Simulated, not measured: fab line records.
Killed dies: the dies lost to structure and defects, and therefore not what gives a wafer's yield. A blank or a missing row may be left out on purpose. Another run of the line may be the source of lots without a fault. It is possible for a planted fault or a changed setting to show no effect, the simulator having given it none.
Check of tool commonality | flow sky130 | 33 wafers sampled across 11 lots

== THE REASON FOR OPENING IT ==
2 of 11 lots carry a flag on the reading NWELL_TW at SKY_NWELL_TW_MEAS_15. Wafers without a fault read 1821, standard deviation 13.
Rule: flag the lot when none of its wafers has a number, or when each of its wafers that has one lies beyond 4 standard deviations from that mean. All remaining lots are regarded as sound.

lot  | measured     | on           | NWELL_TW, wafer by wafer | flag
L761 | day 5 07:57  | filmMetro-03 | 1820 1815 1827           | 
L765 | day 6 06:26  | filmMetro-03 | 3782 3786 3793           | FLAGGED
L768 | day 6 18:27  | filmMetro-01 | 3875 3848 3857           | FLAGGED
L769 | day 7 03:32  | filmMetro-04 | 1832 1823 1826           | 
L774 | day 8 07:24  | filmMetro-04 | 1807 1813 1810           | 
L775 | day 8 10:04  | filmMetro-03 | 1826 1819 1818           | 
L778 | day 9 05:37  | filmMetro-03 | 1810 1813 1796           | 
L779 | day 9 09:43  | filmMetro-01 | 1838 1843 1838           | 
L780 | day 9 14:38  | filmMetro-03 | 1815 1812 1818           | 
L781 | day 10 04:22 | filmMetro-03 | 1821 1834 1822           | 
L782 | day 10 10:06 | filmMetro-03 | 1818 1819 1820           | 
The numbers of the flagged lots are 3824 on average: +2002 against the usual, or +99 or more standard deviations.

== TOOL THAT RAN EACH LOT ==
Before the reading, the record contains 2 process steps out of a 708-step route. Every cell lists first the tool, next ch and the chambers used by the sampled wafers, and last the start.
lot  | flag    | SKY_FIELD_ISO_ETCH_17          | SKY_NWELL_IMPLANT_11
L761 |         | rieSi-02 ch 0,2, day 2 14:37   | implanter-02 ch 0, day 5 07:25
L765 | FLAGGED | rieSi-01 ch 0,1,3, day 3 15:44 | implanter-02 ch 0, day 6 05:53
L768 | FLAGGED | rieSi-01 ch 0,2,3, day 4 07:02 | implanter-02 ch 0, day 6 17:54
L769 |         | rieSi-02 ch 0,2,3, day 4 11:22 | implanter-04 ch 0, day 7 02:59
L774 |         | rieSi-02 ch 1,3, day 5 11:47   | implanter-01 ch 0, day 8 06:51
L775 |         | rieSi-01 ch 1,2,3, day 5 15:27 | implanter-04 ch 0, day 8 09:32
L778 |         | rieSi-02 ch 0,2,3, day 6 08:36 | implanter-02 ch 0, day 9 05:05
L779 |         | rieSi-01 ch 0,3, day 6 13:37   | implanter-04 ch 0, day 9 09:11
L780 |         | rieSi-02 ch 0,1,3, day 6 18:01 | implanter-04 ch 0, day 9 14:05
L781 |         | rieSi-01 ch 0,2,3, day 7 01:23 | implanter-02 ch 0, day 10 03:52
L782 |         | rieSi-02 ch 0,1,3, day 7 05:49 | implanter-02 ch 0, day 10 09:33
What is done by these steps:
- SKY_FIELD_ISO_ETCH_17: etches Si in HBr/Cl2/O2, target depth 342 nm, time 97.7 s.
- SKY_NWELL_IMPLANT_11
- SKY_NWELL_TW_MEAS_15

== FLAGGED OVER TOTAL, TOOL BY TOOL (the gauges that took the reading come last) ==
step                  | tool         | lots run | flagged | share of the flagged lots | sound lots run after its first flagged lot
SKY_FIELD_ISO_ETCH_17 | rieSi-01     | 5        | 2       | all                       | 3 (L775,L779,L781)
SKY_FIELD_ISO_ETCH_17 | rieSi-02     | 6        | 0       | none                      | -
SKY_NWELL_IMPLANT_11  | implanter-01 | 1        | 0       | none                      | -
SKY_NWELL_IMPLANT_11  | implanter-02 | 6        | 2       | all                       | 3 (L778,L781,L782)
SKY_NWELL_IMPLANT_11  | implanter-04 | 4        | 0       | none                      | -
SKY_NWELL_TW_MEAS_15  | filmMetro-01 | 2        | 1       | some                      | 1 (L779)
SKY_NWELL_TW_MEAS_15  | filmMetro-03 | 7        | 1       | some                      | 5 (L775,L778,L780,L781,L782)
SKY_NWELL_TW_MEAS_15  | filmMetro-04 | 2        | 0       | none                      | -

== WHAT THE TABLE ALLOWS ==
Table rows that saw every flagged lot: 2, namely rieSi-01 at SKY_FIELD_ISO_ETCH_17 and implanter-02 at SKY_NWELL_IMPLANT_11.
- rieSi-01 at SKY_FIELD_ISO_ETCH_17: 2 of its 5 lots flagged. Sound lots followed the first flagged one (L775, L779, L781) on it, something a lasting fault affecting the whole tool could not allow.
- implanter-02 at SKY_NWELL_IMPLANT_11: 2 of its 6 lots flagged. Sound lots followed the first flagged one (L778, L781, L782) on it, something a lasting fault affecting the whole tool could not allow. Its own readings (beamOnS, doseIonsCm2, faradayCurrentUA) fall more than 4 standard deviations out on all wafers of the flagged lots.
None of the table's rows ran every flagged lot and, after the first, no sound lot.

== WHAT WAS PUT IN BY THE SIMULATOR ==
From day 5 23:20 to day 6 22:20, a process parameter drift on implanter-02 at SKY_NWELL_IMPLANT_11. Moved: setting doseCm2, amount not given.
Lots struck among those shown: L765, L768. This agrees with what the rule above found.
